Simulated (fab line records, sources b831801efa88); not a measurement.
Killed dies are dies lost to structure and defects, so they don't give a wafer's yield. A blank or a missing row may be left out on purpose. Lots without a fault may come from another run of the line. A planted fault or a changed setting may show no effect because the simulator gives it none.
fab line records | flow sky130
record lots=11 wafers=33 last_day=50
route steps=708 shown CONTACT@431 METAL1@434 VIA1@461 PAD_OPEN@708
lots that met no fault: from a run of the same line without faults
start_h: hours from the record's first day to the start of the lot's first wafer shown | wait_h: hours since the lot's step before | " the same as in the row above | L1.1+2: a row that stands for several wafers | - no value, or no start given | * or withheld: withheld | < > ~ a bound
route shown NAME@n: a module of which the file shows steps, and the number in the route of the first | usual: mean/standard deviation of fault-free wafers | same: alike in all rows | chamber/n: place in a boat | sites: the reading at each site | _std_site: their standard deviation | _edge_site: outer sites' mean less inner sites' | radius_mm: how far each site lies from the wafer's centre | mask NAME#n: copy n | behind: the tool/chamber that last shaped the wafer | hold: why the lot was held/for how many hours/how that ended | device: the transistor (n, p or np) that didn't switch | end of line: the same wafers' tests at the end of the route | a step without rows: its recipe alone | killed: dies lost to structure and defects at the first sort, not the wafer's yield | map: a wafer's dies, x killed, . not, _ none there
set.NAME: the setting as run; set.NAME@STEP: as run at that earlier step | model.NAME: the simulator's own value behind a step, which no gauge read
steps of the route over a sample of lots; a table a step, a row a wafer
services: from which hour (start_h, from the record's first day; less than 0 if before it) a tool's chamber was out of use, for how many hours, and why
## steps
# step SKY_CONTACT_RS_MEAS_25
# recipe thk_meas_gauge=four-point-probe reads=W_of_CONTACT_CVD_24+TiN_of_CONTACT_SPUTTER_23
# usual CONTACT_W_RS=0.3364/0.0029
# columns lot.wafer tool chamber start_h wait_h CONTACT_W_RS[ohm/sq]
L733.1 film_metro-03 - 733.64 0.1 0.3428
L733.3 " - " " 0.3391
L733.4 " - " " 0.3421
L735.1 film_metro-04 - 756.90 0.1 0.3357
L735.5 " - " " 0.3290
L735.6 " - " " 0.3339
L736.1 film_metro-04 - 772.31 0.1 0.3382
L736.4 " - " " 0.3380
L736.5 " - " " 0.3374
L740.1 film_metro-03 - 793.60 0.1 0.3337
L740.3 " - " " 0.3343
L740.6 " - " " 0.3379
L741.1 film_metro-03 - 807.24 0.1 0.3361
L741.2 " - " " 0.3375
L741.6 " - " " 0.3337
L743.4 film_metro-03 - 816.85 0.1 0.3410
L743.5 " - " " 0.3366
L743.6 " - " " 0.3364
L751.1 film_metro-04 - 889.63 0.1 0.3364
L751.2 " - " " 0.3428
L751.3 " - " " 0.3385
L753.1 film_metro-04 - 891.90 0.1 0.3328
L753.2 " - " " 0.3359
L753.4 " - " " 0.3350
L752.2 film_metro-03 - 892.99 0.1 0.3347
L752.4 " - " " 0.3338
L752.6 " - " " 0.3352
L754.1 film_metro-03 - 898.07 0.1 0.3331
L754.4 " - " " 0.3362
L754.5 " - " " 0.3344
L755.1 film_metro-03 - 907.90 0.1 0.3307
L755.4 " - " " 0.3323
L755.6 " - " " 0.3348
# step SKY_METAL1_SPUTTER_00
# recipe material=Ti target_thk_nm=15 power_w=3000 time_s=10 chamber_pressure_pa=0.4
# usual throttle_valve_pct=29.8/0.81
# columns lot.wafer tool chamber start_h wait_h throttle_valve_pct
L733.1 pvd_sputter-03 - 734.12 0.1 32.0
L733.3 " - " " 29.4
L733.4 " - " " 29.5
L735.1 pvd_sputter-01 - 757.38 0.2 30.0
L735.5 " - " " 29.2
L735.6 " - " " 29.6
L736.1 pvd_sputter-03 - 772.79 0.1 29.5
L736.4 " - " " 29.5
L736.5 " - " " 29.5
L740.1 pvd_sputter-03 - 794.08 0.2 29.5
L740.3 " - " " 28.8
L740.6 " - " " 29.3
L741.1 pvd_sputter-01 - 807.72 0.1 29.2
L741.2 " - " " 29.6
L741.6 " - " " 29.7
L743.4 pvd_sputter-01 - 817.29 0.3 29.7
L743.5 " - " " 29.7
L743.6 " - " " 29.9
L751.1 pvd_sputter-01 - 890.11 0.2 29.4
L751.2 " - " " 30.1
L751.3 " - " " 29.6
L753.1 pvd_sputter-03 - 892.38 0.1 29.5
L753.2 " - " " 29.7
L753.4 " - " " 31.8
L752.2 pvd_sputter-04 - 893.45 0.2 29.8
L752.4 " - " " 31.7
L752.6 " - " " 29.3
L754.1 pvd_sputter-03 - 898.55 0.2 28.8
L754.4 " - " " 29.5
L754.5 " - " " 29.8
L755.1 pvd_sputter-03 - 908.38 0.1 29.7
L755.4 " - " " 29.4
L755.6 " - " " 28.8
# step SKY_METAL1_METAL_ETCH_19
# recipe target_depth_a=3600 stop_on=SiO2 over_etch_frac=0.3 time_s=78 chemistry=Cl2/BCl3 resist_sidewall_deg=88 pressure_mtorr=10 icp_w=900 bias_w=48.5 Cl2_flow_sccm=60 bcl3_flow_sccm=30
# usual drypump_motor_current_A=5.6/0.38 oes_product_au=0.855/0.0057 over_etch_frac=0.3/0 throttle_valve_pct=22.264/0.0097
# columns lot.wafer tool chamber start_h wait_h drypump_motor_current_A oes_product_au over_etch_frac rf_hours_counter_h throttle_valve_pct
L733.1 rie_metal-02 1 761.49 0.0 5.6 0.857 0.3 0 22.256
L733.3 " 0 " " 5.1 0.844 0.3 - 22.244
L733.4 " 1 " " 5.6 0.851 0.3 - 22.276
L735.1 rie_metal-03 0 784.14 0.0 5.5 0.849 0.3 3 22.261
L735.5 " 0 " " 5.5 0.858 0.3 - 22.251
L735.6 " 1 " " 5.7 0.857 0.3 - 22.268
L736.1 rie_metal-03 0 800.00 0.0 5.5 0.849 0.3 3 22.262
L736.4 " 1 " " 5.7 0.856 0.3 - 22.261
L736.5 " 1 " " 5.7 0.849 0.3 - 22.264
L740.1 rie_metal-02 0 820.10 0.0 5.1 0.841 0.3 9 22.270
L740.3 " 0 " " 5.0 0.852 0.3 - 22.257
L740.6 " 0 " " 5.0 0.861 0.3 - 22.267
L741.1 rie_metal-02 1 832.90 0.0 5.6 0.848 0.3 3 22.269
L741.2 " 0 " " 5.1 0.787 0.523 9 22.262
L741.6 " 0 " " 5.1 0.853 0.3 - 22.276
L743.4 rie_metal-03 0 844.03 0.1 5.5 0.856 0.3 - 22.259
L743.5 " 0 " " 5.4 0.848 0.3 - 22.264
L743.6 " 1 " " 5.7 0.852 0.3 - 22.263
L751.1 rie_metal-01 0 915.93 0.1 6.3 0.850 0.3 13 22.274
L751.2 " 0 " " 6.2 0.856 0.3 - 22.250
L751.3 " 0 " " 6.3 0.864 0.3 - 22.260
L753.1 rie_metal-02 1 917.10 0.0 5.6 0.858 0.3 7 22.272
L753.2 " 0 " " 5.0 0.860 0.3 12 22.261
L753.4 " 1 " " 5.6 0.848 0.3 - 22.247
L752.2 rie_metal-02 1 918.89 0.0 5.6 0.851 0.3 7 22.288
L752.4 " 0 " " 5.1 0.862 0.3 - 22.270
L752.6 " 1 " " 5.6 0.860 0.3 - 22.279
L754.1 rie_metal-02 1 923.91 0.0 5.6 0.861 0.3 7 22.274
L754.4 " 1 " " 5.6 0.859 0.3 - 22.272
L754.5 " 1 " " 5.6 0.859 0.3 - 22.258
L755.1 rie_metal-01 1 933.41 0.0 5.7 0.855 0.3 0 22.281
L755.4 " 0 " " 6.3 0.854 0.3 - 22.272
L755.6 " 0 " " 6.3 0.852 0.3 - 22.267
# step SKY_METAL1_STRIP_20
# recipe chemistry=O2/N2 power_w=1400 pressure_mtorr=1500 platen_temp_c=withheld o2_flow_sccm=3000 n2_flow_sccm=300 overash_fraction=0.5
# usual drypump_motor_current_A=5.6/0.56 oes_product_au=0.342/0.0045 strip_time_to_endpoint_s=2.68/0.043
# same overash_fraction=0.5
# columns lot.wafer tool chamber start_h wait_h drypump_motor_current_A oes_product_au rf_hours_counter_h strip_time_to_endpoint_s
L733.1 plasma_asher-02 0 761.58 0.1 5.5 0.343 61 2.64
L733.3 " 0 " " 5.5 0.337 - 2.67
L733.4 " 1 " " 4.9 0.345 - 2.63
L735.1 plasma_asher-01 1 784.24 0.1 6.3 0.342 90 2.66
L735.5 " 1 " " 6.3 0.337 - 2.64
L735.6 " 0 " " 6.4 0.334 - 2.67
L736.1 plasma_asher-02 1 800.09 0.1 4.9 0.346 65 2.71
L736.4 " 1 " " 4.9 0.347 - 2.73
L736.5 " 1 " " 4.9 0.342 - 2.72
L740.1 plasma_asher-02 1 820.19 0.1 4.9 0.336 68 2.66
L740.3 " 0 " " 5.5 0.346 - 2.66
L740.6 " 1 " " 4.9 0.347 - 2.68
L741.1 plasma_asher-02 0 832.99 0.1 5.5 0.337 69 2.64
L741.2 " 1 " " 4.9 0.317 69 2.20
L741.6 " 1 " " 4.9 0.347 - 2.63
L743.4 plasma_asher-02 0 844.13 0.1 5.5 0.345 - 2.68
L743.5 " 0 " " 5.4 0.336 - 2.68
L743.6 " 1 " " 4.9 0.343 - 2.70
L751.1 plasma_asher-02 0 916.11 0.1 5.5 0.339 78 2.67
L751.2 " 1 " " 4.9 0.346 78 2.69
L751.3 " 1 " " 4.9 0.348 - 2.71
L753.1 plasma_asher-02 0 917.19 0.1 5.5 0.345 78 2.66
L753.2 " 1 " " 4.9 0.342 78 2.67
L753.4 " 1 " " 4.9 0.338 - 2.66
L752.2 plasma_asher-03 0 918.98 0.1 5.9 0.339 50 2.66
L752.4 " 0 " " 5.9 0.342 - 2.64
L752.6 " 0 " " 5.9 0.339 - 2.64
L754.1 plasma_asher-03 0 924.00 0.1 5.9 0.335 51 2.62
L754.4 " 1 " " 6.1 0.344 - 2.61
L754.5 " 0 " " 5.9 0.339 - 2.63
L755.1 plasma_asher-01 1 933.50 0.1 6.3 0.346 108 2.64
L755.4 " 0 " " 6.5 0.345 - 2.68
L755.6 " 0 " " 6.5 0.347 - 2.66
# step SKY_VIA1_BOW_MEAS_03
# recipe mode=bow
# usual VIA1_BOW=79/6.8
# columns lot.wafer tool chamber start_h wait_h VIA1_BOW[um]
L733.1 film_metro-02 - 762.64 0.1 81
L733.3 " - " " 81
L733.4 " - " " 74
L735.1 film_metro-04 - 785.57 0.2 76
L735.5 " - " " 77
L735.6 " - " " 87
L736.1 film_metro-04 - 801.22 0.2 66
L736.4 " - " " 72
L736.5 " - " " 80
L740.1 film_metro-04 - 821.26 0.2 77
L740.3 " - " " 67
L740.6 " - " " 70
L741.1 film_metro-04 - 834.46 0.2 78
L741.2 " - " " 91
L741.6 " - " " 74
L743.4 film_metro-01 - 845.65 0.3 76
L743.5 " - " " 76
L743.6 " - " " 81
L751.1 film_metro-02 - 917.19 0.1 85
L751.2 " - " " 84
L751.3 " - " " 84
L753.1 film_metro-01 - 918.27 0.1 80
L753.2 " - " " 88
L753.4 " - " " 88
L752.2 film_metro-01 - 920.13 0.1 69
L752.4 " - " " 74
L752.6 " - " " 84
L754.1 film_metro-04 - 925.06 0.2 72
L754.4 " - " " 78
L754.5 " - " " 81
L755.1 film_metro-04 - 934.59 0.1 90
L755.4 " - " " 82
L755.6 " - " " 86
# step SKY_PAD_OPEN_PROBE_99
# usual defect_limited_yield=82.3/2 killed_at_M0_to_M3=44/7.8 killed_at_M4_up=2.9/1.7 killed_at_contacts=24/5.4 killed_at_front_end=15/4.5 killed_at_other=0.3/0.55 killed_dies=87/10 killed_on_rim=17/4.1 killed_open=48/7.4 killed_short=39/5.9 sort_bin_3_pad_short=0.9/0.42 sort_bin_5_function=10.4/1.5 sort_bin_6_memory=6.4/1.2 sort_n_pass=405/10 sort_yield_pct=82.3/2
# same gross_dies=492 killed_at_back_side=0 sort_bin_4_leakage[%]=0 sort_bin_8_speed[%]=0
# columns lot.wafer tool chamber start_h wait_h defect_limited_yield[%] killed_at_M0_to_M3 killed_at_M4_up killed_at_contacts killed_at_front_end killed_at_other killed_dies killed_on_rim killed_open killed_short sort_bin_3_pad_short[%] sort_bin_5_function[%] sort_bin_6_memory[%] sort_n_pass sort_yield_pct[%]
L733.1 prober-01 - 1073.42 0.1 82.7 46 3 27 9 0 85 16 46 39 1.0 11.2 5.1 407 82.7
L733.3 prober-01 - 1073.52 0.2 84.8 35 3 18 19 0 75 9 46 29 0.4 8.5 6.3 417 84.8
L733.4 prober-01 - 1073.57 0.2 81.9 46 2 30 11 0 89 15 57 32 0.6 11.8 5.7 403 81.9
L735.1 prober-01 - 1091.30 0.1 80.9 43 2 31 18 0 94 19 50 44 1.2 11.4 6.5 398 80.9
L735.5 prober-01 - 1091.50 0.2 81.9 44 3 29 13 0 89 17 43 46 0.6 10.4 7.1 403 81.9
L735.6 prober-01 - 1091.55 0.2 82.1 46 2 22 18 0 88 22 57 31 0.6 9.8 7.5 404 82.1
L736.1 prober-02 - 1100.51 0.1 81.7 60 2 19 8 1 90 25 54 36 0.2 11.4 6.7 402 81.7
L736.4 prober-02 - 1100.66 0.2 82.9 49 3 15 17 0 84 12 51 33 0.8 8.5 7.7 408 82.9
L736.5 prober-02 - 1100.71 0.2 79.7 54 3 28 15 0 100 22 56 44 1.2 12.8 6.3 392 79.7
L740.1 prober-01 - 1121.07 0.1 79.5 58 4 26 13 0 101 17 63 38 1.0 14.4 5.1 391 79.5
L740.3 prober-01 - 1121.17 0.2 81.5 60 4 18 9 0 91 17 52 39 0.8 11.4 6.3 401 81.5
L740.6 prober-01 - 1121.32 0.2 78.0 54 3 28 21 2 108 23 55 53 1.2 12.8 7.9 384 78.0
L741.1 prober-01 - 1127.20 0.1 86.6 32 4 17 13 0 66 16 36 30 0.2 7.7 5.5 426 86.6
L741.2 prober-01 - 1127.25 0.1 82.5 43 2 25 16 0 86 17 45 41 0.2 10.8 6.5 406 82.5
L741.6 prober-01 - 1127.45 0.2 78.7 48 3 33 21 0 105 16 58 47 1.4 13.0 6.9 387 78.7
L743.4 prober-01 - 1138.70 0.2 79.7 47 7 31 13 2 100 22 57 43 0.8 12.8 6.7 392 79.7
L743.5 prober-01 - 1138.75 0.2 83.1 47 0 19 15 2 83 16 38 45 1.2 8.5 7.1 409 83.1
L743.6 prober-01 - 1138.80 0.2 81.9 38 6 22 22 1 89 16 44 45 1.6 9.1 7.3 403 81.9
L751.1 prober-02 - 1184.62 0.1 81.7 51 3 22 14 0 90 22 47 43 0.8 12.0 5.5 402 81.7
L751.2 prober-02 - 1184.67 0.1 84.1 38 2 22 16 0 78 14 42 36 0.4 9.3 6.1 414 84.1
L751.3 prober-02 - 1184.72 0.2 80.9 47 6 31 10 0 94 19 60 34 0.6 11.8 6.7 398 80.9
L753.1 prober-02 - 1186.12 0.1 83.5 43 2 20 16 0 81 18 40 41 1.2 8.5 6.7 411 83.5
L753.2 prober-02 - 1186.17 0.1 83.1 44 1 23 15 0 83 12 42 41 0.6 10.6 5.7 409 83.1
L753.4 prober-02 - 1186.27 0.2 79.9 49 9 24 16 1 99 20 51 48 1.2 12.6 6.3 393 79.9
L752.2 prober-01 - 1186.97 0.1 82.7 47 5 16 17 0 85 12 52 33 0.4 10.2 6.7 407 82.7
L752.4 prober-01 - 1187.07 0.2 83.9 43 3 23 9 1 79 13 51 28 0.6 9.6 5.9 413 83.9
L752.6 prober-01 - 1187.17 0.2 80.9 48 3 21 22 0 94 16 54 40 1.6 13.2 4.3 398 80.9
L754.1 prober-02 - 1192.52 0.1 79.9 45 6 29 19 0 99 18 55 44 0.6 12.2 7.3 393 79.9
L754.4 prober-02 - 1192.67 0.2 86.2 37 3 20 8 0 68 11 31 37 1.2 7.9 4.7 424 86.2
L754.5 prober-02 - 1192.72 0.2 80.7 42 5 29 19 0 95 14 52 43 0.4 11.4 7.5 397 80.7
L755.1 prober-01 - 1195.86 0.1 83.3 39 3 30 10 0 82 22 53 29 1.4 8.9 6.3 410 83.3
L755.4 prober-01 - 1196.01 0.2 83.9 38 7 18 16 0 79 12 45 34 1.2 9.1 5.7 413 83.9
L755.6 prober-01 - 1196.11 0.2 84.3 36 4 20 17 0 77 15 40 37 1.0 9.1 5.5 415 84.3
# killed by level:class
L733.1 CONTACT:geometric_particle:open=10 VIA1:geometric_particle:open=10 VIA2:geometric_particle:open=9 LI_CONTACT:geometric_particle:open=7 METAL2:geometric_particle:short=6 CONTACT:geometric_particle:short=5 METAL1:geometric_particle:short=4 VIA1:geometric_particle:short=4
L733.3 LI_CONTACT:geometric_particle:open=9 VIA1:geometric_particle:open=8 VIA1:geometric_particle:short=6 CONTACT:geometric_particle:open=6 FIELD_ISO:geometric_particle:open=5 POLY_GATE:geometric_particle:short=5 VIA3:geometric_particle:open=5 POLY_GATE:geometric_particle:open=4
L733.4 VIA1:geometric_particle:open=12 LI_CONTACT:geometric_particle:open=11 CONTACT:geometric_particle:open=10 VIA2:geometric_particle:open=7 VIA1:geometric_particle:short=6 VIA3:geometric_particle:open=6 FIELD_ISO:geometric_particle:open=5 LI_CONTACT:geometric_particle:short=4
L735.1 CONTACT:geometric_particle:open=11 VIA2:geometric_particle:open=9 CONTACT:geometric_particle:short=8 LI_CONTACT:geometric_particle:open=7 VIA1:geometric_particle:open=7 VIA3:geometric_particle:open=6 VIA1:geometric_particle:short=6 POLY_GATE:geometric_particle:short=5
L735.5 CONTACT:geometric_particle:open=9 VIA3:geometric_particle:open=8 VIA1:geometric_particle:open=7 LI_CONTACT:geometric_particle:short=6 VIA1:geometric_particle:short=6 CONTACT:geometric_particle:short=5 METAL2:geometric_particle:short=5 VIA2:geometric_particle:open=5
L735.6 VIA1:geometric_particle:open=14 CONTACT:geometric_particle:open=10 POLY_GATE:geometric_particle:open=8 LI_CONTACT:geometric_particle:open=7 VIA1:geometric_particle:short=6 VIA3:geometric_particle:open=6 VIA2:geometric_particle:open=5 POLY_GATE:geometric_particle:short=4
L736.1 VIA1:geometric_particle:open=16 VIA1:geometric_particle:short=10 VIA2:geometric_particle:open=10 VIA3:geometric_particle:open=7 LI_CONTACT:geometric_particle:open=6 CONTACT:geometric_particle:open=6 LI_CONTACT:geometric_particle:short=4 METAL1:geometric_particle:short=4
L736.4 VIA1:geometric_particle:open=16 CONTACT:geometric_particle:open=8 METAL2:geometric_particle:short=7 FIELD_ISO:geometric_particle:open=6 VIA3:geometric_particle:open=6 VIA2:geometric_particle:open=5 FIELD_ISO:geometric_particle:short=4 VIA1:geometric_particle:short=4
L736.5 CONTACT:geometric_particle:open=14 VIA1:geometric_particle:open=13 VIA2:geometric_particle:open=8 FIELD_ISO:geometric_particle:short=7 LI_CONTACT:geometric_particle:open=7 VIA1:geometric_particle:short=6 METAL1:geometric_particle:short=6 POLY_GATE:geometric_particle:open=5
L740.1 CONTACT:geometric_particle:open=12 VIA1:geometric_particle:open=11 VIA3:geometric_particle:open=10 VIA2:geometric_particle:open=8 CONTACT:geometric_particle:short=5 METAL2:geometric_particle:short=5 FIELD_ISO:geometric_particle:open=4 METAL1:geometric_particle:open=4
L740.3 VIA1:geometric_particle:open=11 VIA3:geometric_particle:open=9 METAL2:geometric_particle:short=8 VIA2:geometric_particle:open=8 LI_CONTACT:geometric_particle:open=7 CONTACT:geometric_particle:open=7 METAL1:geometric_particle:short=6 VIA1:geometric_particle:short=4
L740.6 VIA1:geometric_particle:open=11 CONTACT:geometric_particle:open=8 VIA3:geometric_particle:open=8 LI_CONTACT:geometric_particle:open=7 FIELD_ISO:geometric_particle:short=6 CONTACT:geometric_particle:short=6 METAL1:geometric_particle:short=6 VIA1:geometric_particle:short=6
L741.1 CONTACT:geometric_particle:open=7 VIA1:geometric_particle:open=7 FIELD_ISO:geometric_particle:short=6 LI_CONTACT:geometric_particle:open=4 METAL1:geometric_particle:short=4 METAL2:geometric_particle:short=4 VIA2:geometric_particle:open=4 CONTACT:geometric_particle:short=3
L741.2 CONTACT:geometric_particle:open=12 VIA2:geometric_particle:open=10 FIELD_ISO:geometric_particle:short=7 METAL1:geometric_particle:short=6 FIELD_ISO:geometric_particle:open=5 LI_CONTACT:geometric_particle:open=5 VIA2:geometric_particle:short=5 LOCAL_INTERCONNECT:geometric_particle:short=4
L741.6 VIA1:geometric_particle:open=12 LI_CONTACT:geometric_particle:open=10 CONTACT:geometric_particle:open=9 LOCAL_INTERCONNECT:geometric_particle:short=8 FIELD_ISO:geometric_particle:short=7 VIA3:geometric_particle:open=7 METAL2:geometric_particle:short=6 POLY_GATE:geometric_particle:short=5
L743.4 VIA1:geometric_particle:open=11 CONTACT:geometric_particle:open=9 LI_CONTACT:geometric_particle:open=9 VIA3:geometric_particle:open=8 VIA3:geometric_particle:short=7 LI_CONTACT:geometric_particle:short=6 METAL4:geometric_particle:short=6 POLY_GATE:geometric_particle:open=5
L743.5 VIA3:geometric_particle:open=11 CONTACT:geometric_particle:open=11 VIA1:geometric_particle:short=7 METAL2:geometric_particle:short=7 VIA1:geometric_particle:open=5 POLY_GATE:geometric_particle:short=4 VIA2:geometric_particle:open=4 VIA2:geometric_particle:short=4
L743.6 VIA1:geometric_particle:open=11 VIA2:geometric_particle:open=8 LI_CONTACT:geometric_particle:open=6 METAL4:geometric_particle:short=6 POLY_GATE:geometric_particle:short=5 LOCAL_INTERCONNECT:geometric_particle:short=5 METAL1:geometric_particle:short=5 FIELD_ISO:geometric_particle:short=4
L751.1 VIA1:geometric_particle:open=13 CONTACT:geometric_particle:open=8 METAL2:geometric_particle:short=7 FIELD_ISO:geometric_particle:short=6 METAL1:geometric_particle:short=6 VIA2:geometric_particle:open=6 LI_CONTACT:geometric_particle:open=5 LI_CONTACT:geometric_particle:short=4
L751.2 VIA1:geometric_particle:open=12 LI_CONTACT:geometric_particle:open=8 CONTACT:geometric_particle:short=5 METAL1:geometric_particle:short=5 METAL2:geometric_particle:short=5 VIA3:geometric_particle:open=5 POLY_GATE:geometric_particle:short=4 CONTACT:geometric_particle:open=4
L751.3 LI_CONTACT:geometric_particle:open=14 CONTACT:geometric_particle:open=10 VIA2:geometric_particle:open=9 VIA3:geometric_particle:open=8 METAL1:geometric_particle:short=7 METAL2:geometric_particle:short=7 VIA1:geometric_particle:short=4 FIELD_ISO:geometric_particle:open=3
L753.1 VIA1:geometric_particle:open=10 VIA1:geometric_particle:short=8 CONTACT:geometric_particle:open=6 METAL2:geometric_particle:short=5 VIA2:geometric_particle:open=5 VIA3:geometric_particle:open=5 FIELD_ISO:geometric_particle:short=4 POLY_GATE:geometric_particle:short=4
L753.2 VIA3:geometric_particle:open=10 METAL1:geometric_particle:short=9 VIA1:geometric_particle:open=8 LI_CONTACT:geometric_particle:open=7 METAL2:geometric_particle:short=6 POLY_GATE:geometric_particle:short=5 CONTACT:geometric_particle:open=5 FIELD_ISO:geometric_particle:open=4
L753.4 VIA1:geometric_particle:open=11 LI_CONTACT:geometric_particle:open=11 METAL4:geometric_particle:short=7 VIA3:geometric_particle:short=6 VIA1:geometric_particle:short=6 VIA3:geometric_particle:open=6 POLY_GATE:geometric_particle:open=5 LOCAL_INTERCONNECT:geometric_particle:short=4
L752.2 VIA1:geometric_particle:open=15 VIA3:geometric_particle:open=9 CONTACT:geometric_particle:open=8 VIA1:geometric_particle:short=5 FIELD_ISO:geometric_particle:open=4 FIELD_ISO:geometric_particle:short=4 LI_CONTACT:geometric_particle:open=4 METAL1:geometric_particle:short=4
L752.4 CONTACT:geometric_particle:open=10 VIA2:geometric_particle:open=9 METAL1:geometric_particle:short=8 VIA1:geometric_particle:open=6 LI_CONTACT:geometric_particle:open=5 METAL2:geometric_particle:short=5 VIA3:geometric_particle:open=5 CONTACT:geometric_particle:short=4
L752.6 VIA1:geometric_particle:open=12 METAL1:geometric_particle:short=10 LI_CONTACT:geometric_particle:open=9 POLY_GATE:geometric_particle:short=6 CONTACT:geometric_particle:open=6 VIA3:geometric_particle:open=6 FIELD_ISO:geometric_particle:open=5 METAL1:geometric_particle:open=4
L754.1 VIA1:geometric_particle:open=9 LI_CONTACT:geometric_particle:open=8 VIA2:geometric_particle:open=7 POLY_GATE:geometric_particle:open=5 LI_CONTACT:geometric_particle:short=5 LOCAL_INTERCONNECT:geometric_particle:short=5 CONTACT:geometric_particle:open=5 METAL1:geometric_particle:short=5
L754.4 METAL2:geometric_particle:short=7 VIA1:geometric_particle:open=7 CONTACT:geometric_particle:open=6 LI_CONTACT:geometric_particle:open=5 LOCAL_INTERCONNECT:geometric_particle:short=5 VIA2:geometric_particle:short=5 METAL1:geometric_particle:short=4 VIA1:geometric_particle:short=4
L754.5 CONTACT:geometric_particle:open=16 VIA1:geometric_particle:open=9 VIA3:geometric_particle:open=7 FIELD_ISO:geometric_particle:short=6 LOCAL_INTERCONNECT:geometric_particle:short=6 POLY_GATE:geometric_particle:open=5 CONTACT:geometric_particle:short=5 METAL2:geometric_particle:short=5
L755.1 LI_CONTACT:geometric_particle:open=10 CONTACT:geometric_particle:open=10 VIA1:geometric_particle:open=8 VIA3:geometric_particle:open=7 LI_CONTACT:geometric_particle:short=4 METAL1:geometric_particle:short=4 VIA2:geometric_particle:open=4 METAL3:geometric_particle:short=4
L755.4 VIA3:geometric_particle:open=10 CONTACT:geometric_particle:open=9 FIELD_ISO:geometric_particle:open=7 VIA2:geometric_particle:open=7 METAL4:geometric_particle:short=7 VIA1:geometric_particle:open=6 FIELD_ISO:geometric_particle:short=5 VIA1:geometric_particle:short=5
L755.6 LI_CONTACT:geometric_particle:open=8 VIA1:geometric_particle:open=8 FIELD_ISO:geometric_particle:open=7 METAL2:geometric_particle:short=7 METAL1:geometric_particle:short=7 CONTACT:geometric_particle:open=5 POLY_GATE:geometric_particle:short=4 VIA2:geometric_particle:open=4
## services
# columns tool chamber start_h hours kind
rie_metal-01 - 734.88 0.8 repair
rie_metal-02 1 738.40 - clean
rie_metal-02 1 738.40 16.8 scheduled_down
rie_metal-02 1 738.40 16.8 vent_cycle
pvd_sputter-03 - 739.71 3.3 repair
pvd_sputter-04 - 754.70 7.2 repair
pvd_sputter-03 - 781.05 1.1 repair
plasma_asher-03 - 783.51 4.3 pm
plasma_asher-02 - 784.06 0.3 repair
pvd_sputter-03 0 789.03 - consumable_replace:kit
pvd_sputter-03 0 789.03 18.0 scheduled_down
pvd_sputter-03 0 789.03 18.0 vent_cycle
plasma_asher-03 - 796.02 35.5 repair
plasma_asher-03 - 798.37 3.5 repair
rie_metal-03 - 811.92 14.6 pm
plasma_asher-02 - 830.58 1.3 repair
plasma_asher-03 - 831.99 4.6 repair
plasma_asher-01 - 854.75 1.1 repair
rie_metal-01 - 873.87 0.2 repair
pvd_sputter-01 - 888.00 1.1 repair
plasma_asher-03 - 911.29 0.5 repair
pvd_sputter-04 - 911.49 1.2 repair
pvd_sputter-04 - 918.46 2.5 repair
plasma_asher-02 - 920.26 4.9 repair
## key
first_sign step=SKY_METAL1_METAL_ETCH_19 reading=over_etch_frac direction=up sigmas=99+ usual=0.3 struck=0.523
effect step=SKY_METAL1_METAL_ETCH_19 reading=oes_product_au direction=down sigmas=12 usual=0.855 struck=0.787
effect step=SKY_METAL1_STRIP_20 reading=strip_time_to_endpoint_s direction=down sigmas=11 usual=* struck=*
met_at SKY_METAL1_METAL_ETCH_19
struck_lots L741
struck_wafers L741.2
not_acting_at SKY_CONTACT_RS_MEAS_25,SKY_METAL1_SPUTTER_00,SKY_VIA1_BOW_MEAS_03
onset_between 820.10 832.90
fault kind=process_parameter_drift tool=rie_metal-02 chamber=- onset_h=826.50 steps=SKY_METAL1_METAL_ETCH_19 channel=over_etch_frac offset=0.223 shape=step end_h=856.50 scope=struck_wafers_only acts_in=these_recipes_only stated=0.3
